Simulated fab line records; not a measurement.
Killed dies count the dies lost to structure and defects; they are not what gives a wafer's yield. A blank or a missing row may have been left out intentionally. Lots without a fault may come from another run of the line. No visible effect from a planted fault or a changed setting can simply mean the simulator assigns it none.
Problem report, 8D (eight disciplines) form, completed by code / flow gf180mcu / the parts of the form that need people (team, actions taken, sign-off) are left out

## 1. PROBLEM STATEMENT
overpolish_run_s at GF_V2_CMP_26 reads a mean of 0.035 s on 6 wafers of 2 lots; wafers without a fault read 15.000 s with a standard deviation of 0.0088. That is -99 or more standard deviations from the usual mean.
The step: polishes, stops on SiO2, t overpolish 15 s, target thk 0 nm.
First seen on wafer L738.2, day 22 12:48, on cmp-02. The record has a number at this step for 42 wafers belonging to 14 lots. By rule, "out" or "out of limits" means more than 4 standard deviations away from the usual mean. The other wafers with a number count as sound.

## 2. WHAT IT IS, AND WHAT IT ISN'T
question=which readings at this step | is=overpolish_run_s, time_to_endpoint_s | is not=motor_current_A
question=which lots | is=L738, L739 | is not=L732, L733, L734, L736, L737, L741, L742, L744, L745, L746, L748, L753
question=which wafers of those lots | is=all that have a number | is not=-
question=read on which tools | is=cmp-02 | is not=cmp-01
question=when | is=from day 22 12:48 | is not=up to then (15 sound wafers); but 21 sound wafers of L741, L742, L744, L745, L746, L748, L753 came after

## 3. SUSPECTS, AND WHAT RULES EACH OUT
Counting: a tool stays on the suspect list if, at a process step up to the reading, it processed all lots that are out and no sound lot following the first of them.
- cmp-02 at GF_V2_CMP_26 (polishes, stops on SiO2, t overpolish 15 s, target thk 0 nm): kept. All lots that are out passed through it, beginning with L738 at day 22 12:48, and no sound lot followed; its final sound lot before that point was L737 at day 22 06:49. Its own overpolish_run_s, time_to_endpoint_s readings are out on those wafers.
Remaining after the count: cmp-02 at GF_V2_CMP_26.

## 4. THE CAUSE (what the simulator had put in)
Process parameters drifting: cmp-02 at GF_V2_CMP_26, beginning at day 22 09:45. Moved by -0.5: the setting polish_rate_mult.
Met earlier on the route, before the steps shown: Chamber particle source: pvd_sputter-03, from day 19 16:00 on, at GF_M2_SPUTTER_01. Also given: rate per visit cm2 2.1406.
Only this tool survived the counting.

## 5. SEQUENCE OF EFFECTS, ordered by route
Each row: a reading where the mean over the struck wafers with a number is more than 3 standard deviations away from the usual. Scope: only readings with a usual standard deviation given in the record; hours: median across lots of the time from each lot's start at the first step in this table that gives one to its start at this step; sigmas: change in usual standard deviations.
hours=0; step=GF_V2_CMP_26; reading=overpolish_run_s; usual=15.000 s; on struck wafers=0.035; change=-14.965; sigmas=-99 or more
hours=0; step=GF_V2_CMP_26; reading=time_to_endpoint_s; usual=86 s; on struck wafers=131; change=+45; sigmas=+14
hours=199; step=GF_PASSIVATION_PROBE_99; reading=defect_limited_yield; usual=90.2 %; on struck wafers=0.0; change=-90.2; sigmas=-60
hours=199; step=GF_PASSIVATION_PROBE_99; reading=killed_at_M0_to_M3; usual=21; on struck wafers=467; change=+446; sigmas=+99 or more
hours=199; step=GF_PASSIVATION_PROBE_99; reading=killed_dies; usual=48; on struck wafers=492; change=+444; sigmas=+63
hours=199; step=GF_PASSIVATION_PROBE_99; reading=killed_on_rim; usual=9.1; on struck wafers=96.0; change=+86.9; sigmas=+30
hours=199; step=GF_PASSIVATION_PROBE_99; reading=sort_bin_3_pad_short; usual=0.42 %; on struck wafers=86.25; change=+85.83; sigmas=+99 or more
hours=199; step=GF_PASSIVATION_PROBE_99; reading=sort_bin_5_function; usual=5.7 %; on struck wafers=10.0; change=+4.3; sigmas=+3.9
hours=199; step=GF_PASSIVATION_PROBE_99; reading=sort_n_pass; usual=444; on struck wafers=0; change=-444; sigmas=-63
hours=199; step=GF_PASSIVATION_PROBE_99; reading=sort_yield_pct; usual=90.2 %; on struck wafers=0.0; change=-90.2; sigmas=-60
Process steps it contains:
- GF_V2_CMP_26: polishes, stops on SiO2, t overpolish 15 s, target thk 0 nm.
- GF_PASSIVATION_PROBE_99

## 6. WHAT WOULD HAVE CAUGHT IT SOONER
The fault began at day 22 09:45; the first out-of-limits reading in this record came at day 22 12:48, 3 hours later.
